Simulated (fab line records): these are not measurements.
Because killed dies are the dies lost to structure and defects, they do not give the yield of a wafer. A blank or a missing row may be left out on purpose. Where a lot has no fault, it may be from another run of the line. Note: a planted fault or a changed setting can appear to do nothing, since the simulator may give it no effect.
fab line records	flow sky130	part 1 of 2: steps 1 to 24 of 34
record lots=5	wafers=15	lastDay=49
route steps=708 shown CONTACT@413 METAL1@434
lots untouched by any fault: they come from a run of this same line in which no faults occurred
startH: hours from the record's first day to the start of the lot's first wafer shown	waitH: time in hours since the lot's previous step	" repeats the value in the row above	L1.1+2: a single row standing in for several wafers	- value missing, or start not given	* or withheld: withheld	< > ~ a bound
route shown NAME@n: a module of which the file shows steps, and the number in the route of the first	usual: mean/standard deviation taken from wafers without a fault	same: alike in all rows	chamber/n: place in a boat	sites: per-site readings	_std_site: standard deviation of those values	_edge_site: the outer-site mean with the inner-site mean subtracted	radiusMm: for every site, how far away it sits from the centre of the wafer	mask NAME#n: copy n	behind: the tool/chamber that last shaped the wafer	hold: why the lot went on hold/how many hours it stayed there/how the hold came to an end	device: names the non-switching transistor (n, p or np)	end of line: the route-end tests of the same wafers	where a step has no rows: the recipe by itself	killed: the dies lost at the first sort to structure and to defects; this is not the yield of the wafer	map: per-die view of a wafer (x killed, . not killed, _ where there is no die)
set.NAME: setting as actually run; set.NAME@STEP: the setting as run at that earlier step	model.NAME: the simulator's own value behind a step, which no gauge read
lots at some steps of the route; a table a step, a row a wafer
services: from which hour (startH, from the record's first day; less than 0 if before it) a tool's chamber was out of use, for how many hours, and why
## steps
# step SKY_CONTACT_HMDS_07
# recipe primeTimeS=60	primeTempC=120
# usual chillPlateTempC=23.00/0.11
lot.wafer	tool	chamber	startH	waitH	chillPlateTempC
L074.1	lithoTrack-02	0	730.54	0.1	22.91
L074.5	"	0	"	"	22.94
L074.6	"	0	"	"	22.84
L081.1	lithoTrack-02	0	800.14	0.1	23.00
L081.3	"	0	"	"	22.84
L081.4	"	0	"	"	22.98
L082.4	lithoTrack-03	0	809.99	0.1	22.96
L082.5	"	0	"	"	22.99
L082.6	"	0	"	"	23.03
L090.1	lithoTrack-04	0	853.12	0.1	22.95
L090.2	"	0	"	"	23.06
L090.3	"	0	"	"	23.14
L092.2	lithoTrack-04	0	862.79	0.1	22.91
L092.3	"	0	"	"	23.02
L092.6	"	0	"	"	22.89
# step SKY_CONTACT_COAT_08
# recipe resist=BARC	tempC=withheld	timeS=withheld	spinRpm=3000	resistThkNm=60
# usual chillPlateTempC=*	spinSpeedRpm=2999.7/2
lot.wafer	tool	chamber	startH	waitH	chillPlateTempC	spinSpeedRpm
L074.1	lithoTrack-02	0	730.69	0.1	*	3000.1
L074.5	"	0	"	"	*	3000.6
L074.6	"	0	"	"	*	2997.3
L081.1	lithoTrack-02	0	800.29	0.1	*	2999.3
L081.3	"	0	"	"	*	2998.1
L081.4	"	0	"	"	*	3001.5
L082.4	lithoTrack-03	0	810.14	0.1	*	2996.9
L082.5	"	0	"	"	*	2998.1
L082.6	"	0	"	"	*	3003.6
L090.1	lithoTrack-04	0	853.27	0.1	*	2999.7
L090.2	"	0	"	"	*	3000.6
L090.3	"	0	"	"	*	3001.9
L092.2	lithoTrack-04	0	862.94	0.1	*	2996.8
L092.3	"	0	"	"	*	3003.2
L092.6	"	0	"	"	*	2998.4
# step SKY_CONTACT_COAT_09
# recipe resist=KrF-thick	spinRpm=3000	resistThkNm=450
# usual chillPlateTempC=23.02/0.1	spinSpeedRpm=3000.2/2.1
lot.wafer	tool	chamber	startH	waitH	chillPlateTempC	spinSpeedRpm
L074.1	lithoTrack-02	0	-	-	23.18	3003.0
L074.5	"	0	"	"	23.27	2996.8
L074.6	"	0	"	"	22.98	3003.6
L081.1	lithoTrack-02	0	-	-	23.04	3003.2
L081.3	"	0	"	"	22.97	3000.3
L081.4	"	0	"	"	22.99	3001.2
L082.4	lithoTrack-03	0	-	-	22.75	3004.7
L082.5	"	0	"	"	22.89	2999.6
L082.6	"	0	"	"	22.83	3001.4
L090.1	lithoTrack-04	0	-	-	23.05	2999.2
L090.2	"	0	"	"	22.90	3000.3
L090.3	"	0	"	"	22.89	2999.0
L092.2	lithoTrack-04	0	-	-	22.95	3002.3
L092.3	"	0	"	"	23.01	2999.2
L092.6	"	0	"	"	22.88	3000.5
# step SKY_CONTACT_SOFTBAKE_10
# recipe tempC=100	timeS=90	resist=KrF-thick
# usual chillPlateTempC=23.03/0.12
lot.wafer	tool	chamber	startH	waitH	chillPlateTempC
L074.1	lithoTrack-02	0	-	-	22.88
L074.5	"	0	"	"	22.96
L074.6	"	0	"	"	22.90
L081.1	lithoTrack-02	0	-	-	23.09
L081.3	"	0	"	"	22.97
L081.4	"	0	"	"	23.19
L082.4	lithoTrack-03	0	-	-	23.03
L082.5	"	0	"	"	22.97
L082.6	"	0	"	"	23.12
L090.1	lithoTrack-04	0	-	-	22.94
L090.2	"	0	"	"	23.09
L090.3	"	0	"	"	22.85
L092.2	lithoTrack-04	0	-	-	23.02
L092.3	"	0	"	"	22.94
L092.6	"	0	"	"	22.91
# step SKY_CONTACT_EXPOSE_11
# recipe maskId=CTM1	na=0.8	sourceShape=annular	sigmaInner=0.55	sigmaOuter=0.85	targetCdNm=170	doseMj=38
# same sigmaOuter=0.85
lot.wafer	tool	chamber	startH	waitH	mask
L074.1+5+6	krfScanner-01	0	-	-	CTM1#0
L081.1+3+4	krfScanner-02	0	-	-	CTM1#0
L082.4+5+6	krfScanner-02	0	-	-	CTM1#0
L090.1+2+3	krfScanner-02	0	-	-	CTM1#0
L092.2+3+6	krfScanner-02	0	-	-	CTM1#0
# step SKY_CONTACT_PEB_12
# recipe pebTempC=withheld	pebTimeS=withheld	resist=KrF-thick
# usual chillPlateTempC=*
lot.wafer	tool	chamber	startH	waitH	chillPlateTempC
L074.1	lithoTrack-02	0	-	-	*
L074.5	"	0	"	"	*
L074.6	"	0	"	"	*
L081.1	lithoTrack-02	0	-	-	*
L081.3	"	0	"	"	*
L081.4	"	0	"	"	*
L082.4	lithoTrack-03	0	-	-	*
L082.5	"	0	"	"	*
L082.6	"	0	"	"	*
L090.1	lithoTrack-04	0	-	-	*
L090.2	"	0	"	"	*
L090.3	"	0	"	"	*
L092.2	lithoTrack-04	0	-	-	*
L092.3	"	0	"	"	*
L092.6	"	0	"	"	*
# step SKY_CONTACT_DEVELOP_13
# recipe developTimeS=60	resist=KrF-thick	devTempC=21
# usual chillPlateTempC=23.01/0.097
lot.wafer	tool	chamber	startH	waitH	chillPlateTempC
L074.1	lithoTrack-02	0	-	-	23.05
L074.5	"	0	"	"	23.05
L074.6	"	0	"	"	22.96
L081.1	lithoTrack-02	0	-	-	22.79
L081.3	"	0	"	"	22.79
L081.4	"	0	"	"	23.06
L082.4	lithoTrack-03	0	-	-	22.89
L082.5	"	0	"	"	22.87
L082.6	"	0	"	"	23.02
L090.1	lithoTrack-04	0	-	-	23.00
L090.2	"	0	"	"	23.08
L090.3	"	0	"	"	22.81
L092.2	lithoTrack-04	0	-	-	23.21
L092.3	"	0	"	"	22.98
L092.6	"	0	"	"	23.00
# step SKY_CONTACT_CD_MEAS_14
# recipe targetCdNm=170
# usual cdNm=169.8/1.2
lot.wafer	tool	chamber	startH	waitH	cdNm
L074.1	cdSem-01	-	745.04	-	170.7
L074.5	"	-	"	"	170.0
L074.6	"	-	"	"	169.9
L081.1	cdSem-02	-	814.14	-	167.1
L081.3	"	-	"	"	167.8
L081.4	"	-	"	"	169.9
L082.4	cdSem-02	-	823.62	-	169.3
L082.5	"	-	"	"	169.5
L082.6	"	-	"	"	169.4
L090.1	cdSem-02	-	867.67	-	168.8
L090.2	"	-	"	"	168.5
L090.3	"	-	"	"	167.5
L092.2	cdSem-01	-	876.39	-	168.4
L092.3	"	-	"	"	167.5
L092.6	"	-	"	"	166.9
# step SKY_CONTACT_OVL_MEAS_15
# usual CONTACT_OVL=-1/5.5
lot.wafer	tool	chamber	startH	waitH	CONTACT_OVL[nm]
L074.1	overlay-02	-	745.16	0.1	-5
L074.5	"	-	"	"	-5
L074.6	"	-	"	"	-9
L081.1	overlay-02	-	814.26	0.1	6
L081.3	"	-	"	"	7
L081.4	"	-	"	"	3
L082.4	overlay-02	-	823.69	0.1	10
L082.5	"	-	"	"	1
L082.6	"	-	"	"	-2
L090.1	overlay-01	-	867.79	0.1	1
L090.2	"	-	"	"	-4
L090.3	"	-	"	"	-5
L092.2	overlay-02	-	876.49	0.1	-4
L092.3	"	-	"	"	-9
L092.6	"	-	"	"	5
# step SKY_CONTACT_ETCH_16
# recipe chemistry=N2/H2	target=BARC	ionEnergyEv=200	sourceW=500	biasW=100	pressureMtorr=30	n2FlowSccm=100	h2FlowSccm=200	stopOn=SiO2	timeS=45.9	targetDepthA=600
# usual drypumpMotorCurrentA=5.8/0.47	oesProductAu=0.855/0.0047	throttleValvePct=13.225/0.0094
lot.wafer	tool	chamber	startH	waitH	drypumpMotorCurrentA	oesProductAu	rfHoursCounterH	throttleValvePct
L074.1	rieDiel-03	0	745.19	0.0	6.0	0.855	5	13.224
L074.5	"	0	"	"	6.0	0.852	-	13.229
L074.6	"	1	"	"	4.8	0.850	-	13.226
L081.1	rieDiel-01	2	814.29	0.0	5.5	0.849	18	13.227
L081.3	"	1	"	"	6.3	0.848	14	13.232
L081.4	"	3	"	"	4.8	0.853	1	13.224
L082.4	rieDiel-02	3	823.71	0.0	6.1	0.866	4	13.229
L082.5	"	1	"	"	5.5	0.859	-	13.220
L082.6	"	0	"	"	5.8	0.853	-	13.219
L090.1	rieDiel-01	3	867.82	0.0	4.8	0.856	3	13.218
L090.2	"	2	"	"	5.5	0.855	19	13.220
L090.3	"	0	"	"	6.5	0.856	13	13.212
L092.2	rieDiel-03	1	876.52	0.0	4.8	0.858	20	13.240
L092.3	"	2	"	"	6.3	0.858	19	13.213
L092.6	"	0	"	"	6.0	0.850	-	13.228
# step SKY_CONTACT_ETCH_17
# recipe target=SiO2	chemistry=C4F8/O2/Ar	stopOn=Si3N4	maskMaterial=KrF-thick	sourceW=1500	biasW=1200	pressureMtorr=40	c4f8FlowSccm=withheld	O2_flow_sccm=6	Ar_flow_sccm=300	timeS=withheld	targetDepthA=3400
# usual oesProductAu=0.891/0.0048
lot.wafer	tool	chamber	startH	waitH	oesProductAu
L074.1	rieDiel-03	0	745.24	0.0	0.890
L074.5	"	0	"	"	0.895
L074.6	"	1	"	"	0.893
L081.1	rieDiel-01	2	814.34	0.0	0.892
L081.3	"	1	"	"	0.889
L081.4	"	3	"	"	0.888
L082.4	rieDiel-02	3	823.75	0.0	0.886
L082.5	"	1	"	"	0.896
L082.6	"	0	"	"	0.894
L090.1	rieDiel-01	3	867.87	0.0	0.899
L090.2	"	2	"	"	0.895
L090.3	"	0	"	"	0.891
L092.2	rieDiel-03	1	876.57	0.0	0.892
L092.3	"	2	"	"	0.892
L092.6	"	0	"	"	0.897
# step SKY_CONTACT_ETCH_18
# recipe target=Si3N4	chemistry=CHF3/O2	stopOn=TiN	sourceW=600	biasW=200	pressureMtorr=40	chf3FlowSccm=50	O2_flow_sccm=5	timeS=39	targetDepthA=750
# usual drypumpMotorCurrentA=5.8/0.46	oesProductAu=0.855/0.0074	throttleValvePct=8.794/0.0096
lot.wafer	tool	chamber	startH	waitH	drypumpMotorCurrentA	oesProductAu	rfHoursCounterH	throttleValvePct
L074.1	rieDiel-03	0	-	-	6.1	0.848	5	8.780
L074.5	"	0	"	"	6.0	0.859	-	8.785
L074.6	"	1	"	"	4.8	0.860	-	8.772
L081.1	rieDiel-01	2	-	-	5.5	0.837	18	8.803
L081.3	"	1	"	"	6.3	0.853	14	8.797
L081.4	"	3	"	"	4.8	0.853	1	8.795
L082.4	rieDiel-02	3	-	-	6.2	0.866	4	8.791
L082.5	"	1	"	"	5.5	0.857	-	8.802
L082.6	"	0	"	"	5.8	0.854	-	8.798
L090.1	rieDiel-01	3	-	-	4.8	0.853	3	8.809
L090.2	"	2	"	"	5.5	0.851	19	8.795
L090.3	"	0	"	"	6.5	0.852	13	8.794
L092.2	rieDiel-03	1	-	-	4.8	0.860	20	8.795
L092.3	"	2	"	"	6.3	0.852	19	8.801
L092.6	"	0	"	"	6.0	0.859	-	8.790
# step SKY_CONTACT_STRIP_19
# recipe chemistry=O2/N2	powerW=1400	pressureMtorr=1500	platenTempC=withheld	o2FlowSccm=3000	n2FlowSccm=300	overashFraction=0.5
# usual drypumpMotorCurrentA=5.7/0.42	oesProductAu=0.381/0.0053	stripTimeToEndpointS=3.628/0.027
lot.wafer	tool	chamber	startH	waitH	drypumpMotorCurrentA	oesProductAu	rfHoursCounterH	stripTimeToEndpointS
L074.1	plasmaAsher-02	0	745.33	-	6.4	0.374	88	3.635
L074.5	"	0	"	"	6.4	0.377	-	3.619
L074.6	"	1	"	"	5.9	0.374	-	3.607
L081.1	plasmaAsher-02	0	814.43	-	6.4	0.376	95	3.652
L081.3	"	0	"	"	6.4	0.388	-	3.629
L081.4	"	1	"	"	5.9	0.383	-	3.630
L082.4	plasmaAsher-02	0	823.88	-	6.5	0.385	-	3.662
L082.5	"	0	"	"	6.4	0.390	-	3.629
L082.6	"	1	"	"	5.9	0.387	-	3.648
L090.1	plasmaAsher-03	0	867.96	-	5.4	0.380	44	3.599
L090.2	"	1	"	"	5.4	0.381	44	3.649
L090.3	"	1	"	"	5.4	0.390	-	3.581
L092.2	plasmaAsher-03	0	876.66	-	5.4	0.388	45	3.586
L092.3	"	0	"	"	5.4	0.382	-	3.618
L092.6	"	0	"	"	5.4	0.372	-	3.614
# step SKY_CONTACT_STRIP_20
# recipe chemistry=postEtchResidueRemover	timeS=1200	tempC=72.5
# usual tempC=72.50/0.12
lot.wafer	tool	chamber	startH	waitH	tempC
L074.1	wetBench-04	1	745.43	0.1	72.29
L074.5	"	1	"	"	72.58
L074.6	"	1	"	"	72.72
L081.1	wetBench-02	1	814.53	0.1	72.45
L081.3	"	1	"	"	72.24
L081.4	"	1	"	"	72.35
L082.4	wetBench-04	1	823.94	0.0	72.73
L082.5	"	1	"	"	72.50
L082.6	"	1	"	"	72.68
L090.1	wetBench-01	3	868.06	0.1	72.42
L090.2	"	3	"	"	72.44
L090.3	"	3	"	"	72.57
L092.2	wetBench-01	0	876.76	0.1	72.54
L092.3	"	0	"	"	72.54
L092.6	"	0	"	"	72.51
# step SKY_CONTACT_CLEAN_21
# recipe chemistry=IPA	timeS=180	tempC=25
# usual tempC=25.00/0.1
lot.wafer	tool	chamber	startH	waitH	tempC
L074.1	wetBench-04	2	745.80	0.0	24.89
L074.5	"	2	"	"	24.97
L074.6	"	2	"	"	24.89
L081.1	wetBench-04	3	815.21	0.0	24.94
L081.3	"	3	"	"	24.81
L081.4	"	3	"	"	24.92
L082.4	wetBench-02	1	824.29	0.0	25.07
L082.5	"	1	"	"	24.98
L082.6	"	1	"	"	25.15
L090.1	wetBench-04	2	868.43	0.0	25.04
L090.2	"	2	"	"	25.06
L090.3	"	2	"	"	25.15
L092.2	wetBench-02	3	877.10	0.0	24.99
L092.3	"	3	"	"	24.94
L092.6	"	3	"	"	25.10
# step SKY_CONTACT_CLEAN_22
# recipe chemistry=O3/DIW	dry=n2Spin
lot.wafer	tool	chamber	startH	waitH
L074.1+5+6	wetBench-01	0	745.86	0.0
L081.1+3+4	wetBench-01	0	815.27	0.0
L082.4+5+6	wetBench-04	1	824.35	0.0
L090.1+2+3	wetBench-02	3	868.49	0.0
L092.2+3+6	wetBench-04	3	877.16	0.0
# step SKY_CONTACT_SPUTTER_23
# recipe material=TiN	targetThkNm=20	chamberPressurePa=5	powerW=4000	timeS=80
# usual throttleValvePct=29.4/0.93
lot.wafer	tool	chamber	startH	waitH	throttleValvePct
L074.1	pvdSputter-01	-	745.97	0.0	28.5
L074.5	"	-	"	"	29.5
L074.6	"	-	"	"	31.3
L081.1	pvdSputter-01	-	815.37	0.0	29.2
L081.3	"	-	"	"	31.0
L081.4	"	-	"	"	29.6
L082.4	pvdSputter-01	-	824.44	0.0	29.5
L082.5	"	-	"	"	29.5
L082.6	"	-	"	"	29.0
L090.1	pvdSputter-03	-	868.59	0.0	30.9
L090.2	"	-	"	"	29.0
L090.3	"	-	"	"	28.7
L092.2	pvdSputter-02	-	877.25	0.0	28.8
L092.3	"	-	"	"	29.1
L092.6	"	-	"	"	30.1
# step SKY_CONTACT_CVD_24
# recipe material=W	targetThkNm=340	timeS=102.12	tempC=400	pressureTorr=40
# usual heaterPowerW=930/62
lot.wafer	tool	chamber	startH	waitH	heaterPowerW
L074.1	cvdW-01	0	746.03	0.0	957
L074.5	"	0	"	"	953
L074.6	"	1	"	"	897
L081.1	cvdW-02	0	815.43	0.0	839
L081.3	"	0	"	"	854
L081.4	"	1	"	"	1002
L082.4	cvdW-01	1	824.55	0.1	910
L082.5	"	1	"	"	917
L082.6	"	0	"	"	958
L090.1	cvdW-02	1	868.65	0.0	1024
L090.2	"	0	"	"	826
L090.3	"	0	"	"	820
L092.2	cvdW-01	0	877.31	0.0	969
L092.3	"	0	"	"	938
L092.6	"	0	"	"	968
# step SKY_CONTACT_RS_MEAS_25
# recipe thkMeasGauge=four-point-probe	reads=W_of_CONTACT_CVD_24+TiN_of_CONTACT_SPUTTER_23
# usual CONTACT_W_RS=0.339/0.0049
lot.wafer	tool	chamber	startH	waitH	CONTACT_W_RS[ohm/sq]
L074.1	filmMetro-03	-	746.14	0.1	0.342
L074.5	"	-	"	"	0.343
L074.6	"	-	"	"	0.340
L081.1	filmMetro-01	-	815.54	0.1	0.343
L081.3	"	-	"	"	0.342
L081.4	"	-	"	"	0.332
L082.4	filmMetro-01	-	824.68	0.1	0.336
L082.5	"	-	"	"	0.332
L082.6	"	-	"	"	0.337
L090.1	filmMetro-01	-	868.76	0.1	0.328
L090.2	"	-	"	"	0.337
L090.3	"	-	"	"	0.340
L092.2	filmMetro-03	-	877.44	0.1	0.341
L092.3	"	-	"	"	0.340
L092.6	"	-	"	"	0.340
# step SKY_CONTACT_THK_MEAS_26
# recipe thkMeasGauge=xrf	reads=W_of_CONTACT_CVD_24
# usual CONTACT_W_THK=348/5.6
lot.wafer	tool	chamber	startH	waitH	CONTACT_W_THK[nm]
L074.1	filmMetro-03	-	746.26	0.1	347
L074.5	"	-	"	"	346
L074.6	"	-	"	"	352
L081.1	filmMetro-01	-	815.66	0.1	342
L081.3	"	-	"	"	340
L081.4	"	-	"	"	352
L082.4	filmMetro-01	-	824.77	0.1	353
L082.5	"	-	"	"	356
L082.6	"	-	"	"	349
L090.1	filmMetro-01	-	868.88	0.1	357
L090.2	"	-	"	"	349
L090.3	"	-	"	"	345
L092.2	filmMetro-03	-	877.55	0.1	348
L092.3	"	-	"	"	347
L092.6	"	-	"	"	347
# step SKY_CONTACT_CMP_27
# recipe stopOn=SiO2	tOverpolishS=15	downForcePsi=3.5	platenRpm=60	targetThkNm=0	padVelocityMS=0.94248
# usual motorCurrentA=10.9/1	overpolishRunS=15.002/0.0093	timeToEndpointS=80.7/3
lot.wafer	tool	chamber	startH	waitH	motorCurrentA	overpolishRunS	timeToEndpointS
L074.1	cmp-02	0	746.47	0.2	11.6	15.001	81.4
L074.6	"	1	"	"	9.6	15.004	82.3
L074.5	"	2	"	"	9.0	15.014	83.2
L081.1	cmp-02	1	815.77	0.1	10.2	14.993	81.3
L081.4	"	2	"	"	9.7	15.000	86.9
L081.3	"	3	"	"	10.9	15.008	78.5
L082.4	cmp-02	3	824.95	0.2	10.5	15.017	79.5
L082.6	"	0	"	"	12.2	15.004	77.7
L082.5	"	1	"	"	9.8	14.982	81.1
L090.3	cmp-01	3	868.94	0.0	10.5	15.012	86.6
L090.1	"	0	"	"	10.8	14.996	83.8
L090.2	"	1	"	"	11.9	15.001	82.8
L092.3	cmp-02	0	877.65	0.1	11.7	15.006	79.4
L092.2	"	1	"	"	10.5	15.010	76.4
L092.6	"	0	"	"	11.5	14.999	78.9
# step SKY_METAL1_SPUTTER_00
# recipe material=Ti	targetThkNm=15	powerW=3000	timeS=10	chamberPressurePa=0.4
# usual throttleValvePct=29.5/1.1
lot.wafer	tool	chamber	startH	waitH	throttleValvePct
L074.1	pvdSputter-03	-	746.62	0.1	29.6
L074.5	"	-	"	"	29.5
L074.6	"	-	"	"	29.0
L081.1	pvdSputter-04	-	816.02	0.2	32.5
L081.3	"	-	"	"	29.4
L081.4	"	-	"	"	29.7
L082.4	pvdSputter-04	-	825.10	0.1	29.2
L082.5	"	-	"	"	29.6
L082.6	"	-	"	"	32.4
L090.1	pvdSputter-04	-	869.24	0.2	29.3
L090.2	"	-	"	"	29.5
L090.3	"	-	"	"	29.4
L092.2	pvdSputter-03	-	877.90	0.1	29.5
L092.3	"	-	"	"	28.6
L092.6	"	-	"	"	29.6
# step SKY_METAL1_SPUTTER_01
# recipe material=TiN	targetThkNm=20	powerW=6500	timeS=16.7	chamberPressurePa=0.4
# usual throttleValvePct=29.6/1
lot.wafer	tool	chamber	startH	waitH	throttleValvePct
L074.1	pvdSputter-03	-	746.65	0.0	29.7
L074.5	"	-	"	"	29.5
L074.6	"	-	"	"	29.1
L081.1	pvdSputter-04	-	816.04	0.0	32.3
L081.3	"	-	"	"	29.5
L081.4	"	-	"	"	29.6
L082.4	pvdSputter-04	-	825.12	0.0	29.3
L082.5	"	-	"	"	29.5
L082.6	"	-	"	"	32.2
L090.1	pvdSputter-04	-	869.26	0.0	29.4
L090.2	"	-	"	"	29.6
L090.3	"	-	"	"	29.4
L092.2	pvdSputter-03	-	877.93	0.0	29.6
L092.3	"	-	"	"	28.7
L092.6	"	-	"	"	29.7
# step SKY_METAL1_SPUTTER_02
# recipe material=AlCu	targetThkNm=250	powerW=10600	timeS=13.3	chamberPressurePa=0.4
# usual throttleValvePct=29.5/1.1
lot.wafer	tool	chamber	startH	waitH	throttleValvePct
L074.1	pvdSputter-03	-	746.67	0.0	29.7
L074.5	"	-	"	"	29.8
L074.6	"	-	"	"	29.3
L081.1	pvdSputter-04	-	816.07	0.0	32.3
L081.3	"	-	"	"	29.1
L081.4	"	-	"	"	29.5
L082.4	pvdSputter-04	-	825.15	0.0	29.4
L082.5	"	-	"	"	29.7
L082.6	"	-	"	"	32.3
L090.1	pvdSputter-04	-	869.29	0.0	29.2
L090.2	"	-	"	"	29.5
L090.3	"	-	"	"	29.4
L092.2	pvdSputter-03	-	877.95	0.0	29.6
L092.3	"	-	"	"	28.7
L092.6	"	-	"	"	29.7
